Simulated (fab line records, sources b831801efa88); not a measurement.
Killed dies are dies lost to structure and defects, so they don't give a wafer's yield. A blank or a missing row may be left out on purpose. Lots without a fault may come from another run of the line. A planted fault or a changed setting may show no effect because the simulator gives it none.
Which tool did it? | flow sky130 | 24 lots, 72 wafers sampled, at 6 steps of a route of 708

WHAT THE GAUGES READ, wafer by wafer
SKY_METAL1_THK_MEAS_06: measures by xrf. Usual: METAL1_ALCU_THK 246 nm, standard deviation 3.2.
lot  | measured     | on            | METAL1_ALCU_THK (nm) | flag
L074 | day 31 06:56 | film_metro-03 | 249 247 246          |
L075 | day 31 16:56 | film_metro-03 | 248 247 248          |
L076 | day 33 02:32 | film_metro-03 | 247 244 247          |
L078 | day 33 03:25 | film_metro-04 | 247 246 247          |
L077 | day 33 04:37 | film_metro-04 | 247 246 246          |
L079 | day 33 05:54 | film_metro-03 | 243 247 247          |
L080 | day 33 13:20 | film_metro-03 | 248 247 245          |
L081 | day 34 09:16 | film_metro-03 | 243 245 246          |
L082 | day 34 10:40 | film_metro-02 | 248 252 252          |
L083 | day 34 14:08 | film_metro-02 | 242 242 245          |
L084 | day 34 18:23 | film_metro-03 | 249 247 250          |
L085 | day 35 05:24 | film_metro-04 | 244 245 247          |
L086 | day 35 07:26 | film_metro-03 | 241 244 242          |
L087 | day 35 21:52 | film_metro-04 | 249 249 251          |
L088 | day 36 06:05 | film_metro-04 | 250 249 251          |
L089 | day 36 13:31 | film_metro-03 | 248 247 247          |
L090 | day 36 21:15 | film_metro-03 | 239 239 241          |
L091 | day 37 05:40 | film_metro-02 | 251 247 249          |
L092 | day 37 07:20 | film_metro-02 | 250 250 253          |
L093 | day 38 01:31 | film_metro-02 | 251 249 248          |
L094 | day 38 03:06 | film_metro-02 | 240 246 245          |
L095 | day 38 09:43 | film_metro-03 | 241 241 241          |
L097 | day 39 21:11 | film_metro-02 | 247 246 246          |
L096 | day 39 23:15 | film_metro-02 | 248 246 247          |

SKY_METAL3_CD_MEAS_13: target cd 300 nm. Usual: cd_nm 299.6 nm, standard deviation 1.4.
lot  | measured     | on        | cd_nm (nm)        | flag
L074 | day 38 04:41 | cd_sem-01 | 300.4 301.0 301.0 |
L075 | day 38 14:25 | cd_sem-02 | 299.5 298.7 298.6 |
L076 | day 39 19:03 | cd_sem-02 | 296.4 297.3 297.2 |
L078 | day 39 21:17 | cd_sem-01 | 300.2 299.6 299.6 |
L077 | day 39 22:24 | cd_sem-02 | 301.8 301.6 300.6 |
L079 | day 40 00:15 | cd_sem-02 | 299.4 298.9 300.0 |
L080 | day 40 06:55 | cd_sem-01 | 299.7 300.8 300.4 |
L081 | day 41 02:17 | cd_sem-01 | 298.9 300.4 298.9 |
L082 | day 41 02:38 | cd_sem-01 | 298.4 297.2 298.9 |
L083 | day 41 05:32 | cd_sem-02 | 302.0 302.0 300.0 |
L084 | day 41 10:31 | cd_sem-02 | 300.8 300.8 301.4 |
L085 | day 41 20:17 | cd_sem-02 | 297.5 298.2 297.1 |
L086 | day 41 22:07 | cd_sem-02 | 298.9 299.9 300.0 |
L087 | day 42 11:01 | cd_sem-01 | 299.3 297.8 299.7 |
L088 | day 42 17:25 | cd_sem-02 | 302.1 300.5 302.2 |
L089 | day 43 00:25 | cd_sem-01 | 298.0 298.1 299.1 |
L090 | day 43 07:22 | cd_sem-01 | 298.6 297.8 299.3 |
L091 | day 43 13:37 | cd_sem-02 | 298.4 300.0 299.1 |
L092 | day 43 14:32 | cd_sem-02 | 299.7 299.7 299.3 |
L093 | day 44 09:26 | cd_sem-01 | 300.2 299.7 300.9 |
L094 | day 44 10:29 | cd_sem-02 | 300.5 297.9 299.5 |
L095 | day 44 14:55 | cd_sem-02 | 297.0 297.2 297.9 |
L097 | day 45 20:10 | cd_sem-01 | 299.8 300.9 300.6 |
L096 | day 46 00:05 | cd_sem-02 | 300.3 299.6 301.2 |

SKY_VIA3_BOW_MEAS_03. Usual: VIA3_BOW 80 um, standard deviation 7.5.
lot  | measured     | on            | VIA3_BOW (um) | flag
L074 | day 38 06:19 | film_metro-02 | 69 80 71      |
L075 | day 38 16:02 | film_metro-04 | 82 80 85      |
L076 | day 39 21:14 | film_metro-02 | 85 89 77      |
L078 | day 39 23:02 | film_metro-04 | 84 92 83      |
L077 | day 40 00:13 | film_metro-02 | 73 63 78      |
L079 | day 40 02:05 | film_metro-02 | 81 74 86      |
L080 | day 40 08:35 | film_metro-04 | 79 86 79      |
L081 | day 41 03:55 | film_metro-02 | 60 76 77      |
L082 | day 41 04:16 | film_metro-04 | 77 86 85      |
L083 | day 41 07:08 | film_metro-02 | 81 85 83      |
L084 | day 41 12:08 | film_metro-01 | 79 85 87      |
L085 | day 41 21:54 | film_metro-02 | 94 87 85      |
L086 | day 41 23:47 | film_metro-04 | 76 67 68      |
L087 | day 42 13:11 | film_metro-01 | 69 84 72      |
L088 | day 42 19:04 | film_metro-02 | 68 85 78      |
L089 | day 43 02:14 | film_metro-04 | 90 88 75      |
L090 | day 43 09:01 | film_metro-02 | 94 82 84      |
L091 | day 43 15:14 | film_metro-02 | 80 81 82      |
L092 | day 43 16:16 | film_metro-04 | 82 77 90      |
L093 | day 44 11:26 | film_metro-02 | 87 86 83      |
L094 | day 44 12:19 | film_metro-04 | 82 91 79      |
L095 | day 44 16:36 | film_metro-04 | 80 75 71      |
L097 | day 45 21:53 | film_metro-02 | 60 77 77      |
L096 | day 46 01:42 | film_metro-02 | 75 79 71      |

SKY_METAL4_CD_MEAS_13: target cd 300 nm. Usual: cd_nm 300.0 nm, standard deviation 1.4.
lot  | measured     | on        | cd_nm (nm)        | flag
L074 | day 41 09:50 | cd_sem-01 | 300.6 299.7 299.5 |
L075 | day 41 19:14 | cd_sem-02 | 300.3 300.6 300.3 |
L076 | day 42 22:03 | cd_sem-01 | 301.6 300.7 299.8 |
L078 | day 43 00:49 | cd_sem-01 | 298.4 299.8 300.9 |
L077 | day 43 01:50 | cd_sem-02 | 296.8 298.4 297.7 |
L079 | day 43 03:10 | cd_sem-02 | 302.7 303.2 302.4 |
L080 | day 43 10:26 | cd_sem-01 | 300.9 300.8 299.9 |
L081 | day 44 05:06 | cd_sem-01 | 300.8 299.9 299.8 |
L082 | day 44 06:06 | cd_sem-02 | 297.5 299.0 298.0 |
L083 | day 44 09:25 | cd_sem-02 | 300.4 300.2 300.6 |
L084 | day 44 12:01 | cd_sem-02 | 299.0 300.3 299.0 |
L085 | day 44 20:00 | cd_sem-01 | 299.3 299.7 300.3 |
L086 | day 44 20:38 | cd_sem-02 | 300.5 301.4 300.7 |
L087 | day 45 10:59 | cd_sem-01 | 300.9 301.2 300.2 |
L088 | day 45 15:50 | cd_sem-01 | 297.6 297.9 296.7 |
L089 | day 45 21:14 | cd_sem-02 | 301.5 300.7 301.5 |
L090 | day 46 05:56 | cd_sem-01 | 298.8 299.8 299.5 |
L091 | day 46 11:16 | cd_sem-02 | 300.5 299.6 299.7 |
L092 | day 46 11:35 | cd_sem-02 | 302.1 300.9 300.2 |
L093 | day 47 02:58 | cd_sem-01 | 302.0 304.1 302.8 |
L094 | day 47 05:38 | cd_sem-02 | 297.6 299.2 299.1 |
L095 | day 47 08:31 | cd_sem-02 | 299.4 300.6 300.1 |
L097 | day 48 09:50 | cd_sem-02 | 300.2 299.2 300.1 |
L096 | day 48 13:06 | cd_sem-02 | 299.4 299.1 298.3 |

WHICH TOOL RAN EACH LOT (tool, then ch and the chambers of the sampled wafers, then the start)
lot  | SKY_METAL1_SPUTTER_01        | SKY_VIA1_SPUTTER_20
L074 | pvd_sputter-01, day 31 06:40 | pvd_sputter-02, day 33 15:08
L075 | pvd_sputter-02, day 31 16:42 | pvd_sputter-03, day 34 00:17
L076 | pvd_sputter-02, day 33 02:17 | pvd_sputter-02, day 35 08:25
L078 | pvd_sputter-03, day 33 03:10 | pvd_sputter-04, day 35 09:53
L077 | pvd_sputter-03, day 33 04:23 | pvd_sputter-02, day 35 11:47
L079 | pvd_sputter-01, day 33 05:40 | pvd_sputter-02, day 35 12:44
L080 | pvd_sputter-03, day 33 13:04 | pvd_sputter-04, day 35 20:35
L081 | pvd_sputter-02, day 34 09:01 | pvd_sputter-04, day 36 16:44
L082 | pvd_sputter-03, day 34 10:25 | pvd_sputter-02, day 36 17:31
L083 | pvd_sputter-03, day 34 13:54 | pvd_sputter-03, day 36 20:38
L084 | pvd_sputter-03, day 34 18:07 | pvd_sputter-02, day 37 01:17
L085 | pvd_sputter-02, day 35 05:10 | pvd_sputter-02, day 37 12:14
L086 | pvd_sputter-03, day 35 07:11 | pvd_sputter-03, day 37 14:31
L087 | pvd_sputter-02, day 35 21:37 | pvd_sputter-03, day 38 04:33
L088 | pvd_sputter-03, day 36 05:50 | pvd_sputter-04, day 38 12:38
L089 | pvd_sputter-03, day 36 13:16 | pvd_sputter-02, day 38 19:37
L090 | pvd_sputter-02, day 36 21:00 | pvd_sputter-03, day 39 02:23
L091 | pvd_sputter-02, day 37 05:25 | pvd_sputter-04, day 39 11:00
L092 | pvd_sputter-01, day 37 07:05 | pvd_sputter-02, day 39 12:11
L093 | pvd_sputter-01, day 38 01:17 | pvd_sputter-04, day 40 05:05
L094 | pvd_sputter-02, day 38 02:50 | pvd_sputter-04, day 40 07:58
L095 | pvd_sputter-03, day 38 09:28 | pvd_sputter-03, day 40 13:59
L097 | pvd_sputter-03, day 39 20:57 | pvd_sputter-04, day 41 23:17
L096 | pvd_sputter-03, day 39 23:00 | pvd_sputter-04, day 42 01:43
- SKY_METAL1_SPUTTER_01: material TiN, target thk 20 nm, time 16.92 s.
- SKY_VIA1_SPUTTER_20: material TiN, target thk 20 nm, time 80 s.

WHAT THE TOOLS THEMSELVES READ (means of the sampled wafers that have a number; where no wafer has one, the mark that the record gives instead)
SKY_METAL1_SPUTTER_01. Usual: throttle_valve_pct 29.7 %, standard deviation 0.92.
lot  | tool           | throttle_valve_pct (%) | flag
L074 | pvd_sputter-01 | 30.8                   |
L075 | pvd_sputter-02 | 29.2                   |
L076 | pvd_sputter-02 | 29.2                   |
L078 | pvd_sputter-03 | 30.5                   |
L077 | pvd_sputter-03 | 29.4                   |
L079 | pvd_sputter-01 | 30.8                   |
L080 | pvd_sputter-03 | 29.5                   |
L081 | pvd_sputter-02 | 29.5                   |
L082 | pvd_sputter-03 | 29.2                   |
L083 | pvd_sputter-03 | 29.3                   |
L084 | pvd_sputter-03 | 29.2                   |
L085 | pvd_sputter-02 | 29.7                   |
L086 | pvd_sputter-03 | 29.6                   |
L087 | pvd_sputter-02 | 28.9                   |
L088 | pvd_sputter-03 | 29.4                   |
L089 | pvd_sputter-03 | 29.4                   |
L090 | pvd_sputter-02 | 29.6                   |
L091 | pvd_sputter-02 | 29.6                   |
L092 | pvd_sputter-01 | 31.2                   |
L093 | pvd_sputter-01 | 30.8                   |
L094 | pvd_sputter-02 | 29.5                   |
L095 | pvd_sputter-03 | 29.8                   |
L097 | pvd_sputter-03 | 29.1                   |
L096 | pvd_sputter-03 | 30.1                   |

SKY_VIA1_SPUTTER_20. Usual: throttle_valve_pct 29.8 %, standard deviation 1.1.
lot  | tool           | throttle_valve_pct (%) | flag
L074 | pvd_sputter-02 | 28.5                   |
L075 | pvd_sputter-03 | 29.0                   |
L076 | pvd_sputter-02 | 29.6                   |
L078 | pvd_sputter-04 | 29.8                   |
L077 | pvd_sputter-02 | 29.7                   |
L079 | pvd_sputter-02 | 28.8                   |
L080 | pvd_sputter-04 | 30.3                   |
L081 | pvd_sputter-04 | 31.1                   |
L082 | pvd_sputter-02 | 30.0                   |
L083 | pvd_sputter-03 | 29.9                   |
L084 | pvd_sputter-02 | 29.6                   |
L085 | pvd_sputter-02 | 29.1                   |
L086 | pvd_sputter-03 | 29.6                   |
L087 | pvd_sputter-03 | 29.6                   |
L088 | pvd_sputter-04 | 30.3                   |
L089 | pvd_sputter-02 | 30.6                   |
L090 | pvd_sputter-03 | 29.7                   |
L091 | pvd_sputter-04 | 29.6                   |
L092 | pvd_sputter-02 | 28.7                   |
L093 | pvd_sputter-04 | 30.4                   |
L094 | pvd_sputter-04 | 29.8                   |
L095 | pvd_sputter-03 | 29.7                   |
L097 | pvd_sputter-04 | 30.1                   |
L096 | pvd_sputter-04 | 31.2                   |

THE ANSWER, worked out from the rows above alone
Rule: a lot is off if the mean of its wafers that have a number lies more than 3 standard deviations from the usual mean. A lot without any number at a reading at which 4 lots or more have one is off too. The other lots that the step has rows for count as sound. The gauges are gone through in route order, then the tools' own readings, and for those a lot's mean is taken as printed above. The first step at which some lot is off is used, and at that step the reading that is off furthest; a lot without a number counts as furthest.
No lot is off at any reading shown: from this, nothing can be told.

WHAT THE SIMULATOR HAD PUT IN
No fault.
